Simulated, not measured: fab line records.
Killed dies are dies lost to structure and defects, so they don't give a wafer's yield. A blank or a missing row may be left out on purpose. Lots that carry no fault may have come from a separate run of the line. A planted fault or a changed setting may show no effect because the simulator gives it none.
fab line records | flow sky130 | part 2 of 2: steps 27 to 39 of 39
record: lots: 5 | wafers: 15 | last_day: 50
route steps=708 shown LDD_LDN@301 SPACER@304 POLY_CUT@307 SD_P@320 RES_XHIGH@332
lots with no fault: from the same line, run without faults
start_h: the number of hours between the record's first day and the start of the first shown wafer of the lot | wait_h: hours elapsed since this lot's preceding step | " unchanged from the row above | L1.1+2: several wafers, shown together as one row | - no value present, or no start provided | * or withheld: withheld | < > ~ a bound
route shown NAME@n: names a module that has steps shown in the file, with the first one's number in the route | usual: the fault-free wafers' mean and standard deviation | same: alike in all rows | chamber/n: place in a boat | sites: per-site readings | _std_site: the standard deviation of these | _edge_site: outer sites' mean less inner sites' | radius_mm: how far each site lies from the wafer's centre | mask NAME#n: copy n | behind: the tool/chamber that last shaped the wafer | hold: reason for holding the lot/hours on hold/outcome of the hold | device: transistor that didn't switch, given as n, p or np | end of line: at the end of the route, the tests of the same wafers | a step given without rows: its recipe and nothing more | killed: the dies lost at the first sort to structure and to defects; this is not the yield of the wafer | map: the dies of a wafer, with x for killed, . for not killed, _ for no die there
set.NAME: the setting as run; set.NAME@STEP: as run at that earlier step | model.NAME: the simulator's own value behind a step, which no gauge read
lots at selected steps of the route; one table per step, one row per wafer
services: a tool's chamber out of use, with start hour (start_h, from the record's first day; less than 0 if before it), hours out, and reason
== steps ==
step: SKY_SD_P_CD_MEAS_07
recipe: target_cd_nm: 380
usual: cd_nm: 379.9/2.9
lot.wafer | tool      | chamber | start_h | wait_h | cd_nm
L077.2    | cd_sem-01 | -       | 623.94  | 0.1    | 381.1
L077.3    | "         | -       | "       | "      | 385.0
L077.6    | "         | -       | "       | "      | 381.5
L080.1    | cd_sem-02 | -       | 652.05  | 0.1    | 382.3
L080.2    | "         | -       | "       | "      | 384.4
L080.5    | "         | -       | "       | "      | 385.3
L089.1    | cd_sem-01 | -       | 727.42  | 0.1    | 379.9
L089.4    | "         | -       | "       | "      | 375.6
L089.6    | "         | -       | "       | "      | 375.2
L091.1    | cd_sem-02 | -       | 740.07  | 0.1    | 377.8
L091.5    | "         | -       | "       | "      | 381.0
L091.6    | "         | -       | "       | "      | 380.7
L096.1    | cd_sem-02 | -       | 773.95  | 0.1    | 381.7
L096.4    | "         | -       | "       | "      | 382.0
L096.6    | "         | -       | "       | "      | 378.5
step: SKY_SD_P_OVL_MEAS_08
usual: SD_P_OVL: 0.6/1.2
lot.wafer | tool       | chamber | start_h | wait_h | SD_P_OVL[nm]
L077.2    | overlay-01 | -       | 624.05  | 0.1    | 0.2
L077.3    | "          | -       | "       | "      | -0.1
L077.6    | "          | -       | "       | "      | 0.1
L080.1    | overlay-02 | -       | 652.17  | 0.1    | 0.5
L080.2    | "          | -       | "       | "      | 1.6
L080.5    | "          | -       | "       | "      | -0.5
L089.1    | overlay-02 | -       | 727.54  | 0.1    | 0.9
L089.4    | "          | -       | "       | "      | 1.5
L089.6    | "          | -       | "       | "      | 1.0
L091.1    | overlay-02 | -       | 740.19  | 0.1    | 2.8
L091.5    | "          | -       | "       | "      | 0.1
L091.6    | "          | -       | "       | "      | 2.4
L096.1    | overlay-01 | -       | 774.07  | 0.1    | 3.5
L096.4    | "          | -       | "       | "      | 1.2
L096.6    | "          | -       | "       | "      | 1.6
step: SKY_SD_P_IMPLANT_09
recipe: species: BF2 | energy_kev: 20 | dose_cm2: 3e+15 | tilt_deg: 0
lot.wafer  | tool         | chamber | start_h | wait_h
L077.2+3+6 | implanter-03 | 0       | 624.10  | 0.0
L080.1+2+5 | implanter-04 | 0       | 652.20  | 0.0
L089.1+4+6 | implanter-03 | 0       | 727.58  | 0.0
L091.1+5+6 | implanter-04 | 0       | 740.23  | 0.0
L096.1+4+6 | implanter-01 | 0       | 774.10  | 0.0
step: SKY_SD_P_STRIP_10
recipe: chemistry: O2/N2 | power_w: 1400 | pressure_mtorr: 1500 | platen_temp_c: withheld | o2_flow_sccm: 3000 | n2_flow_sccm: 300 | overash_fraction: 0.5
usual: drypump_motor_current_A: 6.1/0.53 | oes_product_au: 0.617/0.0049 | strip_time_to_endpoint_s: 17.51/0.041
lot.wafer | tool            | chamber | start_h | wait_h | drypump_motor_current_A | oes_product_au | rf_hours_counter_h | strip_time_to_endpoint_s
L077.2    | plasma_asher-04 | 0       | 624.23  | 0.1    | 6.5                     | 0.615          | 82                 | 17.60
L077.3    | "               | 0       | "       | "      | 6.5                     | 0.614          | -                  | 17.56
L077.6    | "               | 0       | "       | "      | 6.5                     | 0.619          | -                  | 17.53
L080.1    | plasma_asher-01 | 1       | 652.35  | 0.1    | 5.7                     | 0.622          | 23                 | 17.55
L080.2    | "               | 0       | "       | "      | 6.4                     | 0.619          | 23                 | 17.52
L080.5    | "               | 0       | "       | "      | 6.5                     | 0.617          | -                  | 17.47
L089.1    | plasma_asher-02 | 0       | 727.73  | 0.1    | 5.1                     | 0.612          | 62                 | 17.45
L089.4    | "               | 0       | "       | "      | 5.1                     | 0.611          | -                  | 17.52
L089.6    | "               | 0       | "       | "      | 5.1                     | 0.622          | -                  | 17.54
L091.1    | plasma_asher-01 | 0       | 740.38  | 0.1    | 6.5                     | 0.627          | 32                 | 17.48
L091.5    | "               | 0       | "       | "      | 6.5                     | 0.618          | -                  | 17.51
L091.6    | "               | 1       | "       | "      | 5.7                     | 0.627          | -                  | 17.47
L096.1    | plasma_asher-02 | 1       | 774.25  | 0.1    | 6.6                     | 0.623          | 68                 | 17.51
L096.4    | "               | 0       | "       | "      | 5.1                     | 0.621          | -                  | 17.52
L096.6    | "               | 1       | "       | "      | 6.6                     | 0.622          | -                  | 17.47
step: SKY_SD_P_TW_MEAS_11
usual: SD_P_TW: 2839/14
lot.wafer | tool          | chamber | start_h | wait_h | SD_P_TW
L077.2    | film_metro-01 | -       | 624.34  | 0.1    | 2845
L077.3    | "             | -       | "       | "      | 2835
L077.6    | "             | -       | "       | "      | 2821
L080.1    | film_metro-02 | -       | 652.45  | 0.1    | 2852
L080.2    | "             | -       | "       | "      | 2846
L080.5    | "             | -       | "       | "      | 2852
L089.1    | film_metro-01 | -       | 727.83  | 0.1    | 2833
L089.4    | "             | -       | "       | "      | 2829
L089.6    | "             | -       | "       | "      | 2820
L091.1    | film_metro-02 | -       | 740.48  | 0.1    | 2846
L091.5    | "             | -       | "       | "      | 2819
L091.6    | "             | -       | "       | "      | 2852
L096.1    | film_metro-01 | -       | 774.35  | 0.1    | 2847
L096.4    | "             | -       | "       | "      | 2877
L096.6    | "             | -       | "       | "      | 2845
step: SKY_RES_XHIGH_DEHYDRATE_00
recipe: temp_c: 200 | time_s: 60
usual: plate_temp_C: 199.98/0.17
lot.wafer | tool           | chamber | start_h | wait_h | plate_temp_C
L077.2    | litho_track-03 | 0       | 638.25  | 13.9   | 200.29
L077.3    | "              | 0       | "       | "      | 200.25
L077.6    | "              | 0       | "       | "      | 200.00
L080.1    | litho_track-03 | 0       | 666.92  | 14.5   | 199.80
L080.2    | "              | 0       | "       | "      | 200.01
L080.5    | "              | 0       | "       | "      | 200.02
L089.1    | litho_track-03 | 0       | 740.07  | 12.2   | 199.86
L089.4    | "              | 0       | "       | "      | 200.17
L089.6    | "              | 0       | "       | "      | 199.90
L091.1    | litho_track-02 | 0       | 753.63  | 13.1   | 200.08
L091.5    | "              | 0       | "       | "      | 199.71
L091.6    | "              | 0       | "       | "      | 199.84
L096.1    | litho_track-03 | 0       | 787.42  | 13.1   | 199.94
L096.4    | "              | 0       | "       | "      | 199.86
L096.6    | "              | 0       | "       | "      | 199.97
step: SKY_RES_XHIGH_HMDS_01
recipe: prime_time_s: 60 | prime_temp_c: 120
lot.wafer  | tool           | chamber | start_h | wait_h
L077.2+3+6 | litho_track-03 | 0       | 638.40  | 0.1
L080.1+2+5 | litho_track-03 | 0       | 667.07  | 0.1
L089.1+4+6 | litho_track-03 | 0       | 740.22  | 0.1
L091.1+5+6 | litho_track-02 | 0       | 753.78  | 0.1
L096.1+4+6 | litho_track-03 | 0       | 787.57  | 0.1
step: SKY_RES_XHIGH_COAT_02
recipe: resist: NOVOLAK | spin_rpm: 3000 | resist_thk_nm: 1140
lot.wafer  | tool           | chamber | start_h | wait_h
L077.2+3+6 | litho_track-03 | 0       | 638.55  | 0.1
L080.1+2+5 | litho_track-03 | 0       | 667.22  | 0.1
L089.1+4+6 | litho_track-03 | 0       | 740.37  | 0.1
L091.1+5+6 | litho_track-02 | 0       | 753.93  | 0.1
L096.1+4+6 | litho_track-03 | 0       | 787.72  | 0.1
step: SKY_RES_XHIGH_SOFTBAKE_03
recipe: temp_c: 90 | time_s: 60 | resist: NOVOLAK
usual: plate_temp_C: 89.98/0.12
lot.wafer | tool           | chamber | start_h | wait_h | plate_temp_C
L077.2    | litho_track-03 | 0       | 638.70  | 0.1    | 89.93
L077.3    | "              | 0       | "       | "      | 89.79
L077.6    | "              | 0       | "       | "      | 90.03
L080.1    | litho_track-03 | 0       | 667.37  | 0.1    | 90.04
L080.2    | "              | 0       | "       | "      | 90.00
L080.5    | "              | 0       | "       | "      | 90.06
L089.1    | litho_track-03 | 0       | 740.52  | 0.1    | 90.02
L089.4    | "              | 0       | "       | "      | 89.92
L089.6    | "              | 0       | "       | "      | 89.76
L091.1    | litho_track-02 | 0       | 754.08  | 0.1    | 89.94
L091.5    | "              | 0       | "       | "      | 89.86
L091.6    | "              | 0       | "       | "      | 90.03
L096.1    | litho_track-03 | 0       | 787.87  | 0.1    | 90.04
L096.4    | "              | 0       | "       | "      | 90.07
L096.6    | "              | 0       | "       | "      | 90.21
step: SKY_RES_XHIGH_EXPOSE_04
recipe: mask_id: URPM | na: 0.6 | source_shape: conventional | sigma_outer: 0.6 | polarization: unpolarized | target_cd_nm: 1270 | dose_mj: 140
usual: reticle_temp_C: 23.00/0.1
lot.wafer | tool             | chamber | start_h | wait_h | mask   | reticle_temp_C
L077.2    | iline_stepper-01 | 0       | -       | -      | URPM#0 | 23.03
L077.3    | "                | 0       | "       | "      | URPM#0 | 22.98
L077.6    | "                | 0       | "       | "      | URPM#0 | 23.02
L080.1    | iline_stepper-01 | 0       | -       | -      | URPM#0 | 22.96
L080.2    | "                | 0       | "       | "      | URPM#0 | 22.92
L080.5    | "                | 0       | "       | "      | URPM#0 | 22.89
L089.1    | iline_stepper-02 | 0       | -       | -      | URPM#0 | 23.11
L089.4    | "                | 0       | "       | "      | URPM#0 | 23.01
L089.6    | "                | 0       | "       | "      | URPM#0 | 23.01
L091.1    | iline_stepper-02 | 0       | -       | -      | URPM#0 | 22.89
L091.5    | "                | 0       | "       | "      | URPM#0 | 22.83
L091.6    | "                | 0       | "       | "      | URPM#0 | 22.82
L096.1    | iline_stepper-01 | 0       | -       | -      | URPM#0 | 22.97
L096.4    | "                | 0       | "       | "      | URPM#0 | 22.93
L096.6    | "                | 0       | "       | "      | URPM#0 | 23.06
step: SKY_RES_XHIGH_PEB_05
recipe: temp_c: withheld | time_s: * | resist: NOVOLAK
lot.wafer  | tool           | chamber | start_h | wait_h
L077.2+3+6 | litho_track-04 | 0       | -       | -
L080.1+2+5 | litho_track-02 | 0       | -       | -
L089.1+4+6 | litho_track-02 | 0       | -       | -
L091.1+5+6 | litho_track-02 | 0       | -       | -
L096.1+4+6 | litho_track-02 | 0       | -       | -
step: SKY_RES_XHIGH_DEVELOP_06
recipe: resist: NOVOLAK | developer: TMAH | develop_time_s: 60 | dev_temp_c: 23
lot.wafer  | tool           | chamber | start_h | wait_h
L077.2+3+6 | litho_track-04 | 0       | 653.07  | 0.1
L080.1+2+5 | litho_track-02 | 0       | 681.23  | 0.1
L089.1+4+6 | litho_track-02 | 0       | 754.38  | 0.1
L091.1+5+6 | litho_track-02 | 0       | 766.93  | 0.1
L096.1+4+6 | litho_track-02 | 0       | 800.73  | 0.1
step: SKY_RES_XHIGH_IMPLANT_07
recipe: species: BF2 | energy_kev: 20 | dose_cm2: 3.6e+14 | tilt_deg: 0
lot.wafer  | tool         | chamber | start_h | wait_h
L077.2+3+6 | implanter-01 | 0       | 653.22  | 0.1
L080.1+2+5 | implanter-02 | 0       | 681.38  | 0.1
L089.1+4+6 | implanter-01 | 0       | 754.53  | 0.1
L091.1+5+6 | implanter-04 | 0       | 767.08  | 0.1
L096.1+4+6 | implanter-04 | 0       | 800.88  | 0.1
== services ==
tool             | chamber | start_h | hours | kind
plasma_asher-01  | -       | 541.57  | 2.7   | repair
krf_scanner-02   | -       | 544.11  | 1.3   | pm
krf_scanner-02   | -       | 550.58  | 3.6   | repair
krf_scanner-02   | -       | 587.68  | 0.8   | pm
rie_diel-03      | 1       | 598.72  | 1.8   | repair
rie_diel-04      | 1       | 610.76  | 4.8   | repair
krf_scanner-02   | -       | 637.40  | 0.2   | repair
iline_stepper-02 | -       | 640.25  | 1.7   | pm
iline_stepper-01 | -       | 679.20  | 4.4   | pm
rie_diel-04      | 0       | 684.17  | 8.3   | repair
krf_scanner-02   | -       | 696.61  | 1.0   | pm
iline_stepper-01 | -       | 699.59  | 8.9   | pm
krf_scanner-02   | -       | 706.04  | 6.1   | repair
iline_stepper-01 | -       | 708.48  | 1.7   | pm
iline_stepper-01 | -       | 716.14  | 7.6   | repair
krf_scanner-02   | -       | 720.01  | 1.3   | pm
iline_stepper-02 | -       | 727.61  | 9.0   | repair
rie_diel-03      | 2       | 737.54  | 2.6   | repair
krf_scanner-02   | -       | 737.68  | 3.6   | pm
rie_diel-03      | 1       | 738.64  | 13.3  | repair
rie_diel-04      | 1       | 755.08  | 15.5  | repair
krf_scanner-02   | -       | 756.49  | 0.8   | pm
rie_diel-03      | 0       | 760.18  | 2.3   | repair
plasma_asher-01  | -       | 775.98  | 2.8   | pm
